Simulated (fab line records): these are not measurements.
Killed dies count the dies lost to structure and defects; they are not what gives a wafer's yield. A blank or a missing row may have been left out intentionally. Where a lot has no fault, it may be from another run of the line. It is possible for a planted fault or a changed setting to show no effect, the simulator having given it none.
Shared-tool check | flow gf180mcu | 13 lots and 39 wafers in the sample

WHY IT WAS OPENED
Of 13 lots, 2 have the reading STI_OXIDATION_THK flagged at GF_STI_THK_MEAS_02. Wafers without a fault read 9.87 nm, standard deviation 0.18.
Rule: a lot gets a flag if all its wafers with a number sit over 4 standard deviations from that mean, or if no wafer of it has a number. All remaining lots are regarded as sound.

lot  | measured    | on            | STI_OXIDATION_THK (nm), wafer by wafer | flag
L141 | day 1 16:31 | film-metro-04 | 10.07 9.99 9.94                        |
L144 | day 2 08:14 | film-metro-03 | 10.07 9.97 9.98                        |
L145 | day 2 13:20 | film-metro-03 | 9.83 9.87 9.74                         |
L146 | day 2 18:48 | film-metro-02 | 9.79 9.75 9.94                         |
L147 | day 2 22:31 | film-metro-04 | 9.86 10.05 9.86                        |
L149 | day 3 08:31 | film-metro-04 | 9.51 9.63 9.70                         |
L150 | day 3 14:37 | film-metro-03 | 9.91 10.03 10.00                       |
L151 | day 3 19:47 | film-metro-04 | 9.86 9.87 9.93                         |
L153 | day 4 07:03 | film-metro-04 | 9.91 9.86 10.05                        |
L154 | day 4 09:58 | film-metro-03 | 9.65 9.71 9.84                         |
L159 | day 5 10:31 | film-metro-04 | 13.43 13.48 13.62                      | FLAGGED
L160 | day 5 15:31 | film-metro-04 | 12.99 12.92 13.20                      | FLAGGED
L163 | day 6 06:51 | film-metro-02 | 9.93 9.84 9.70                         |
The numbers of the flagged lots are 13.27 nm on average: +3.40 nm against the usual, or +19 standard deviations.

LOT BY LOT: THE TOOL USED
The record keeps 1 process step preceding the reading, out of 602 steps on the route. Cell contents, in order: the tool; ch with the chambers the sampled wafers went through; the start.
lot  | flag    | GF_STI_OXIDATION_01
L141 |         | furnace-01 ch 0, day 1 15:07
L144 |         | furnace-01 ch 0, day 2 06:50
L145 |         | furnace-02 ch 0, day 2 11:57
L146 |         | furnace-01 ch 0, day 2 17:25
L147 |         | furnace-01 ch 0, day 2 21:07
L149 |         | furnace-02 ch 0, day 3 07:07
L150 |         | furnace-01 ch 0, day 3 13:13
L151 |         | furnace-01 ch 0, day 3 18:23
L153 |         | furnace-02 ch 0, day 4 05:38
L154 |         | furnace-02 ch 0, day 4 08:32
L159 | FLAGGED | furnace-02 ch 0, day 5 09:07
L160 | FLAGGED | furnace-02 ch 0, day 5 14:07
L163 |         | furnace-01 ch 0, day 6 05:26
What is done by these steps:
- GF_STI_OXIDATION_01: stabilise 600 s, purge 300 s, target thk 10 nm.
- GF_STI_THK_MEAS_02

FLAGGED AGAINST TOTAL, ONE TOOL AT A TIME (gauges that did the reading follow at the end)
step                | tool          | lots run | flagged | share of the flagged lots | sound lots run after its first flagged lot
GF_STI_OXIDATION_01 | furnace-01    | 7        | 0       | none                      | -
GF_STI_OXIDATION_01 | furnace-02    | 6        | 2       | all                       | 0
GF_STI_THK_MEAS_02  | film-metro-02 | 2        | 0       | none                      | -
GF_STI_THK_MEAS_02  | film-metro-03 | 4        | 0       | none                      | -
GF_STI_THK_MEAS_02  | film-metro-04 | 7        | 2       | all                       | 0

WHAT THE TABLE PERMITS
furnace-02 at GF_STI_OXIDATION_01 and film-metro-04 at GF_STI_THK_MEAS_02 are the 2 rows of the table that ran each flagged lot.
- furnace-02 at GF_STI_OXIDATION_01: 2 of its 6 lots flagged. Last sound lot L154 at day 4 08:32, first flagged lot L159 at day 5 09:07; a fault beginning in between fits.
- film-metro-04 at GF_STI_THK_MEAS_02: 2 of its 7 lots flagged. Last sound lot L153 at day 4 07:03, first flagged lot L159 at day 5 10:31; a fault beginning in between fits.
These 2 tools cannot be told apart by counting lots, since each of them fits a fault that started at some hour. More lots, or a look at what each step does to the wafer, might.

WHAT WAS PUT IN BY THE SIMULATOR
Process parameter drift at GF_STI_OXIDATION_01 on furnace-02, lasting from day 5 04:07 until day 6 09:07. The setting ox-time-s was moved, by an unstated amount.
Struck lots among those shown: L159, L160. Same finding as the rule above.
